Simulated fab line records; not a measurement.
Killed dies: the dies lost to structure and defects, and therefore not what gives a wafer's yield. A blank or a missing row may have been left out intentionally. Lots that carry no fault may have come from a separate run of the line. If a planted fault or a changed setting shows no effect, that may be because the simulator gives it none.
A struck lot beside a sound one | flow sfq-line | 42 out of 325 route steps
Sound: the wafers L557.3, L557.4, L557.6. Struck: wafer L569.3 (left out: L569.5, L569.6 of the same lot, which were not struck); the cause appears at the end.
Order at every step that has rows: each side's tool, ch and its chambers, its first start. Under that, the readings that differ: sound wafers | struck wafers | difference of the means | sigmas: that difference in standard deviations of wafers without a fault.
alike: a reading whose means differ by less than 2 such deviations, as well as words and numbers matching on both sides. not compared: withheld readings; readings where some wafer has no value; bounds like >300 that might hide an equal value; numbers whose values overlap and for which the record gives no deviation.
Wherever a step has rows on one side only, a row that says differs or no value, or a row with sigmas, the two part there. Numbers that don't overlap but have no deviation are shown without sigmas and don't part them. A reading missing from all wafers of one side parts the sides only when that side holds two or more wafers.

first, 6 steps without rows for these wafers: SFQ_TRILAYER_I3_VIA_LITHO_COAT_090 (resist thk 62 nm); SFQ_TRILAYER_I3_VIA_LITHO_COAT_085 (resist thk 650 nm); SFQ_TRILAYER_I3_VIA_LITHO_SOFTBAKE_089; SFQ_TRILAYER_I3_VIA_LITHO_EXPOSE_086 (exposes mask I3, target cd 500 nm); SFQ_TRILAYER_I3_VIA_LITHO_PEB_088 (peb time 60 s); SFQ_TRILAYER_I3_VIA_LITHO_DEVELOP_087 (time 60 s).
SFQ_I3_OVL_MEAS_923:
  sound on overlay-01, day 45 01:05; struck on overlay-02, day 48 10:26
  alike: I3_OVL
SFQ_TRILAYER_I3_VIA_BARC_OPEN_VIA_ETCH_121: etches BARC in O2, target depth 125 nm, time 41.7 s.
  sound on rie-diel-02 ch 0,2,3, day 45 01:07; struck on rie-diel-01 ch 0, day 48 10:28
  alike: bias-w, chamber-pressure-mTorr, drypump-motor-current-A, oes-product-au, rf-fwd-power-W
  not compared: rf-hours-counter-h
then, 4 steps without rows for these wafers: SFQ_TRILAYER_I3_VIA_ETCH_VIA_ETCH_088 (etches SiO2 in CHF3, stops on Nb, target depth 260 nm); SFQ_TRILAYER_I3_VIA_STRIP_STRIP_089 (strips in O2); SFQ_TRILAYER_I3_VIA_STRIP_SOLV_CLEAN_090 (cleans in NMP, time 600 s); SFQ_TRILAYER_M4_DEP_PRE_CLEAN_092 (time 22.5 s).
SFQ_TRILAYER_M4_DEP_SPUTTER_091: material Nb, target thk 200 nm, time 133.3 s.
  sound on pvd-sputter-05, day 45 02:04; struck on pvd-sputter-06, day 48 11:25
  reading                                             | sound             | struck | difference | sigmas
  model.Nb_of_TRILAYER_M4_DEP_SPUTTER_091.thk-nm (nm) | 198.9 198.3 199.2 | 139.3  | -59.5      |
  alike: chamber-pressure-pa, throttle-valve-pct
SFQ_M4_RS_MEAS_924: the measuring method here is four-point-probe.
  sound on film-metro-02, day 45 02:12; struck on film-metro-01, day 48 11:33
  reading           | sound             | struck | difference | sigmas
  M4_NB_RS (ohm/sq) | 0.892 0.898 0.890 | 1.284  | +0.391     | +36
then, 6 steps without rows for these wafers: SFQ_TRILAYER_M4_LITHO_COAT_098 (resist thk 62 nm); SFQ_TRILAYER_M4_LITHO_COAT_093 (resist thk 600 nm); SFQ_TRILAYER_M4_LITHO_SOFTBAKE_097; SFQ_TRILAYER_M4_LITHO_EXPOSE_094 (exposes mask M4, target cd 500 nm); SFQ_TRILAYER_M4_LITHO_PEB_096 (peb time 60 s); SFQ_TRILAYER_M4_LITHO_DEVELOP_095 (time 60 s).
-- the record jumps here: 4 days lie between the struck wafers' starts before and after --
SFQ_M4_OVL_MEAS_926:
  sound on overlay-02, day 49 11:38; struck on overlay-02, day 52 22:20
  alike: M4_OVL
SFQ_TRILAYER_M4_BARC_OPEN_METAL_ETCH_123: etches BARC in O2, target depth 125 nm, time 41.7 s.
  sound on rie-metal-04 ch 0,1, day 49 11:41; struck on rie-metal-02 ch 0, day 52 22:24
  reading                     | sound       | struck | difference | sigmas
  drypump-motor-current-A (A) | 5.2 5.9 5.8 | 6.4    | +0.8       | +2
  alike: bias-w, chamber-pressure-mTorr, oes-product-au, rf-fwd-power-W
  not compared: rf-hours-counter-h
SFQ_TRILAYER_M4_ETCH_METAL_ETCH_096: etches Nb in Cl2/Ar, stops on SiO2, target depth 240 nm, time 120 s.
  sound on rie-metal-04 ch 0,1, day 49 11:46; struck on rie-metal-02 ch 0, day 52 22:34
  reading                     | sound             | struck | difference | sigmas
  drypump-motor-current-A (A) | 5.2 5.8 5.9       | 6.4    | +0.8       | +2
  oes-product-au (a.u.)       | 0.882 0.885 0.883 | 0.742  | -0.141     | -18
  alike: bias-w, chamber-pressure-mTorr, rf-fwd-power-W
  not compared: rf-hours-counter-h
SFQ_TRILAYER_M4_STRIP_STRIP_097: strips in O2.
  sound on rie-metal-04 ch 0,1, day 49 12:03; struck on rie-metal-02 ch 0, day 52 23:08
  reading                     | sound       | struck | difference | sigmas
  drypump-motor-current-A (A) | 5.3 5.8 5.8 | 6.4    | +0.8       | +2
  alike: chamber-pressure-mTorr, oes-product-au
  not compared: rf-hours-counter-h
then, 1 step without rows for these wafers: SFQ_TRILAYER_M4_STRIP_SOLV_CLEAN_098 (cleans in NMP, time 600 s).
SFQ_TRILAYER_I4_DEP_PECVD_099: deposits SiO2 from SiH4/N2O, time 111.11 s, target thk 500 nm.
  sound on pecvd-03 ch 0,1,2, day 49 12:37; struck on pecvd-02 ch 2, day 53 00:07
  reading            | sound    | struck | difference | sigmas
  heater-power-w (W) | 93 89 75 | 43     | -43        | -3
  alike: rf-fwd-power-W, throttle-valve-pct
then, 1 step without rows for these wafers: SFQ_TRILAYER_I4_CMP_CMP_100 (polishes SiO2).
SFQ_I4_BOW_MEAS_927:
  sound on film-metro-03, day 50 05:51; struck on film-metro-04, day 53 06:55
  alike: I4_BOW
SFQ_TRILAYER_I4_METRO_MEASURE_101:
  sound on film-metro-03, day 50 06:20; struck on film-metro-04, day 53 07:24
  alike: thk-nm
then, 6 steps without rows for these wafers: SFQ_TRILAYER_I4_VIA_LITHO_COAT_108 (resist thk 62 nm); SFQ_TRILAYER_I4_VIA_LITHO_COAT_103 (resist thk 650 nm); SFQ_TRILAYER_I4_VIA_LITHO_SOFTBAKE_107; SFQ_TRILAYER_I4_VIA_LITHO_EXPOSE_104 (exposes mask I4, target cd 700 nm); SFQ_TRILAYER_I4_VIA_LITHO_PEB_106 (peb time 60 s); SFQ_TRILAYER_I4_VIA_LITHO_DEVELOP_105 (time 60 s).
-- the record jumps here: 5 days lie between the struck wafers' starts before and after --
SFQ_I4_OVL_MEAS_928:
  sound on overlay-02, day 54 11:09; struck on overlay-01, day 58 04:08
  reading     | sound     | struck | difference | sigmas
  I4_OVL (nm) | -6 -11 -6 | 8      | +16        | +3
then, 5 steps without rows for these wafers: SFQ_TRILAYER_I4_VIA_BARC_OPEN_VIA_ETCH_146 (etches BARC in O2, target depth 125 nm, time 41.7 s); SFQ_TRILAYER_I4_VIA_ETCH_VIA_ETCH_106 (etches SiO2 in CHF3, stops on Nb, target depth 260 nm); SFQ_TRILAYER_I4_VIA_STRIP_STRIP_107 (strips in O2); SFQ_TRILAYER_I4_VIA_STRIP_SOLV_CLEAN_108 (cleans in NMP, time 600 s); SFQ_TRILAYER_JJ_TRILAYER_DEP_PRE_CLEAN_113 (time 22.5 s).
-- the record jumps here: 23 days lie between the struck wafers' starts before and after --
SFQ_M8_BOW_MEAS_951:
  sound on film-metro-03, day 78 00:40; struck on film-metro-04, day 81 12:56
  reading                 | sound              | struck | difference | sigmas
  model.etest.m4.ohm-um   | 1.798 1.788 1.786  | 2.559  | +0.768     |
  model.etest.i3.link-ohm | 1.973 1.964 1.968  | 2.434  | +0.466     |
  model.etest.i4.link-ohm | 2.18 2.195 2.16    | 2.551  | +0.373     |
  model.etest.m4.ohm-sq   | 0.894 0.897 0.8928 | 1.277  | +0.382     |
  alike: M8_BOW

WHERE THEY PART
First at SFQ_M4_RS_MEAS_924; last, within this record, at SFQ_I4_OVL_MEAS_928. Later steps at which nothing parts them and some readings are alike: SFQ_M8_BOW_MEAS_951.

WHY: what had been put in by the simulator
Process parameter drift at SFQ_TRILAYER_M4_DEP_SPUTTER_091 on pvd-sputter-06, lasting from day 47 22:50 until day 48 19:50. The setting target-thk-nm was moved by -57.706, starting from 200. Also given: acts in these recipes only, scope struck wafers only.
